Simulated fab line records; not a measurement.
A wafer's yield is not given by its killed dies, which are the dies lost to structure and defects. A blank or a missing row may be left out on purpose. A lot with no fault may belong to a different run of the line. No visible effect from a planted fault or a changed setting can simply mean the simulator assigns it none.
Which tool was responsible? + flow gf180mcu + 36 wafers from 12 lots sampled at 5 of the route's 602 steps

== WHAT THE GAUGES SHOWED, per wafer ==
GF_STI_BOW_MEAS_00.
| lot  | measured    | on            | INCOMING_BOW (um) |
|------|-------------|---------------|-------------------|
| L265 | day 1 10:00 | film_metro-02 | 4 -5 0            |
| L266 | day 1 15:00 | film_metro-03 | 3 4 2             |
| L269 | day 2 06:00 | film_metro-03 | -4 -3 -4          |
| L270 | day 2 11:00 | film_metro-02 | -13 5 7           |
| L271 | day 2 16:00 | film_metro-03 | 11 1 2            |
| L272 | day 2 21:00 | film_metro-03 | 4 0 -2            |
| L275 | day 3 12:01 | film_metro-01 | -5 8 1            |
| L282 | day 4 23:00 | film_metro-01 | -6 -1 6           |
| L284 | day 5 09:00 | film_metro-03 | 5 -6 4            |
| L286 | day 5 19:00 | film_metro-03 | 8 2 -5            |
| L287 | day 6 00:00 | film_metro-02 | -2 6 -4           |
| L288 | day 6 05:01 | film_metro-01 | -5 -3 8           |

GF_STI_THK_MEAS_30.
| lot  | measured    | on            | STI_OXIDATION_02_THK (nm) |
|------|-------------|---------------|---------------------------|
| L265 | day 2 07:26 | film_metro-03 | 10.08 9.86 9.92           |
| L266 | day 2 13:14 | film_metro-03 | 9.67 9.94 9.75            |
| L269 | day 3 02:53 | film_metro-03 | 3.80 3.72 3.79            |
| L270 | day 3 08:30 | film_metro-01 | 3.63 3.72 3.76            |
| L271 | day 3 17:56 | film_metro-02 | 9.92 9.95 9.93            |
| L272 | day 3 20:43 | film_metro-01 | 3.72 3.65 3.70            |
| L275 | day 4 13:08 | film_metro-02 | 9.93 10.00 9.90           |
| L282 | day 5 22:19 | film_metro-02 | 10.10 9.99 10.29          |
| L284 | day 6 08:38 | film_metro-01 | 10.21 10.02 10.17         |
| L286 | day 6 18:18 | film_metro-03 | 10.18 10.07 10.27         |
| L287 | day 6 23:29 | film_metro-03 | 10.11 9.90 10.26          |
| L288 | day 7 04:41 | film_metro-02 | 10.00 10.25 10.14         |

GF_MVSD_OVL_MEAS_07.
| lot  | measured    | on         | MVSD_OVL (nm)  |
|------|-------------|------------|----------------|
| L265 | day 4 11:19 | overlay-01 | -0.1 -1.3 -1.4 |
| L266 | day 4 17:28 | overlay-02 | 0.0 -0.5 -2.0  |
| L269 | day 5 09:26 | overlay-01 | 0.3 -0.2 -0.7  |
| L270 | day 5 13:47 | overlay-01 | -1.2 0.1 -0.7  |
| L271 | day 6 03:02 | overlay-01 | -2.8 -1.8 -1.8 |
| L272 | day 6 03:17 | overlay-02 | -0.3 -0.1 0.2  |
| L275 | day 7 01:32 | overlay-01 | -1.2 -0.7 0.1  |
| L282 | day 8 14:37 | overlay-01 | -3.6 -0.9 -2.7 |
| L284 | day 9 00:53 | overlay-01 | -1.6 -1.3 -1.1 |
| L286 | day 9 12:02 | overlay-02 | -1.5 -0.3 -1.2 |
| L287 | day 9 17:38 | overlay-02 | 2.3 1.2 -0.5   |
| L288 | day 9 23:57 | overlay-01 | 0.7 0.1 1.5    |

== TOOL THAT RAN EACH LOT (tool first, then ch and the chambers of the sampled wafers, then the start) ==
| lot  | GF_STI_OXIDATION_29          | GF_LVPWELL_STRIP_10                 |
|------|------------------------------|-------------------------------------|
| L265 | furnace-01 ch 0, day 2 06:02 | plasma_asher-02 ch 0,1, day 3 22:05 |
| L266 | furnace-02 ch 0, day 2 11:50 | plasma_asher-04 ch 0,1, day 4 04:17 |
| L269 | furnace-02 ch 0, day 3 01:29 | plasma_asher-02 ch 0,1, day 4 19:26 |
| L270 | furnace-02 ch 0, day 3 07:07 | plasma_asher-04 ch 0,1, day 5 00:08 |
| L271 | furnace-01 ch 0, day 3 16:33 | plasma_asher-04 ch 0,1, day 5 12:23 |
| L272 | furnace-02 ch 0, day 3 19:19 | plasma_asher-02 ch 0,1, day 5 13:29 |
| L275 | furnace-01 ch 0, day 4 11:44 | plasma_asher-04 ch 0,1, day 6 09:46 |
| L282 | furnace-01 ch 0, day 5 20:55 | plasma_asher-02 ch 0,1, day 7 21:59 |
| L284 | furnace-01 ch 0, day 6 07:15 | plasma_asher-03 ch 0,1, day 8 08:41 |
| L286 | furnace-02 ch 0, day 6 16:55 | plasma_asher-02 ch 0,1, day 8 19:01 |
| L287 | furnace-02 ch 0, day 6 22:05 | plasma_asher-04 ch 0,1, day 9 01:11 |
| L288 | furnace-01 ch 0, day 7 03:17 | plasma_asher-02 ch 0,1, day 9 06:53 |
- GF_STI_OXIDATION_29: stabilise 600 s, purge 300 s, target thk 10 nm.
- GF_LVPWELL_STRIP_10: strips in O2/N2.

== WHAT THE TOOLS THEMSELVES READ (means of the sampled wafers that have a number; where no wafer has one, the mark that the record gives instead) ==
GF_STI_OXIDATION_29.
| lot  | tool       | spike_tc_bottom_C (C) | spike_tc_centre_C (C) | spike_tc_lower_C (C) | spike_tc_top_C (C) | spike_tc_upper_C (C) | tube_center_temp_C (C) | tube_center_temp_C_max | zone_power_upper_pct (%) |
|------|------------|-----------------------|-----------------------|----------------------|--------------------|----------------------|------------------------|------------------------|--------------------------|
| L265 | furnace-01 | 917.7                 | 902.0                 | 901.4                | 911.5              | 900.4                | 900                    | 902.4                  | 18.01                    |
| L266 | furnace-02 | 919.5                 | 899.6                 | 901.1                | 907.6              | 901.9                | 900                    | 902.5                  | 18.45                    |
| L269 | furnace-02 | 844.7                 | 823.3                 | 825.6                | 833.4              | 825.5                | 824                    | 826.3                  | 15.29                    |
| L270 | furnace-02 | 844.1                 | 825.3                 | 825.0                | 834.0              | 825.1                | 824                    | 827.2                  | 15.30                    |
| L271 | furnace-01 | 916.7                 | 902.3                 | 900.5                | 912.2              | 900.0                | 900                    | 902.3                  | 18.36                    |
| L272 | furnace-02 | 844.9                 | 824.9                 | 825.0                | 833.5              | 825.9                | 824                    | 826.8                  | 15.39                    |
| L275 | furnace-01 | 916.1                 | 901.1                 | 901.0                | 912.8              | 900.5                | 900                    | 902.1                  | 18.36                    |
| L282 | furnace-01 | 917.0                 | 902.0                 | 901.0                | 913.0              | 900.1                | 900                    | 902.2                  | 18.12                    |
| L284 | furnace-01 | 916.6                 | 901.6                 | 901.7                | 912.6              | 900.0                | 900                    | 902.1                  | 18.23                    |
| L286 | furnace-02 | 919.9                 | 899.0                 | 901.2                | 908.2              | 902.0                | 900                    | 901.9                  | 18.22                    |
| L287 | furnace-02 | 920.6                 | 898.7                 | 900.9                | 908.4              | 900.9                | 900                    | 902.2                  | 18.29                    |
| L288 | furnace-01 | 917.3                 | 902.0                 | 901.5                | 911.2              | 900.9                | 900                    | 902.8                  | 18.31                    |

GF_LVPWELL_STRIP_10.
| lot  | tool            | drypump_motor_current_A (A) | heater_power_w (W) | oes_product_au (a.u.) | strip_time_to_endpoint_s (s) |
|------|-----------------|-----------------------------|--------------------|-----------------------|------------------------------|
| L265 | plasma_asher-02 | 5.62                        | 345                | 0.720                 | 36.92                        |
| L266 | plasma_asher-04 | 5.77                        | 346                | 0.722                 | 37.01                        |
| L269 | plasma_asher-02 | 5.70                        | 343                | 0.720                 | 36.97                        |
| L270 | plasma_asher-04 | 5.81                        | 350                | 0.721                 | 37.02                        |
| L271 | plasma_asher-04 | 5.76                        | 353                | 0.721                 | 36.98                        |
| L272 | plasma_asher-02 | 5.61                        | 342                | 0.725                 | 36.89                        |
| L275 | plasma_asher-04 | 5.77                        | 351                | 0.726                 | 36.99                        |
| L282 | plasma_asher-02 | 5.62                        | 341                | 0.724                 | 36.88                        |
| L284 | plasma_asher-03 | 5.68                        | 350                | 0.728                 | 36.78                        |
| L286 | plasma_asher-02 | 5.71                        | 353                | 0.722                 | 36.97                        |
| L287 | plasma_asher-04 | 5.75                        | 348                | 0.724                 | 37.03                        |
| L288 | plasma_asher-02 | 5.71                        | 345                | 0.725                 | 37.01                        |

== THE ANSWER, worked out from the rows above alone ==
Rule: usual is defined by the lots themselves. Put in order of their means at a reading, lots are off if they are a third of the lots or fewer, leave a main group of 4 or more, and stand apart from it by a gap of 3 or more times the standard deviation of the main group's means; of several such gaps the widest counts. A main group is skipped when, at the precision printed for the reading in the tables above, its means are all equal. A lot without any number at a reading at which 4 lots or more have one is off too. Any other lot the step has rows for is counted as sound. The gauges are gone through in route order, then the tools' own readings, and for those a lot's mean is taken as printed above. At the first step where some lot is off, the reading lying furthest off is the one used; lots without a number count as furthest.
Off: at GF_STI_THK_MEAS_30 (STI_OXIDATION_02_THK), L269, L270, L272. Main group: mean 10.03 nm, sd 0.12.
A tool fits if, at a process step before that reading, it ran every lot that is off, and no sound lot after the first of them. Not tried: the gauges at GF_STI_THK_MEAS_30; whatever is off there is also off at GF_STI_OXIDATION_29, on other tools, and gauge error can't account for it. None of those tried fits.

== WHAT THE SIMULATOR PUT IN ==
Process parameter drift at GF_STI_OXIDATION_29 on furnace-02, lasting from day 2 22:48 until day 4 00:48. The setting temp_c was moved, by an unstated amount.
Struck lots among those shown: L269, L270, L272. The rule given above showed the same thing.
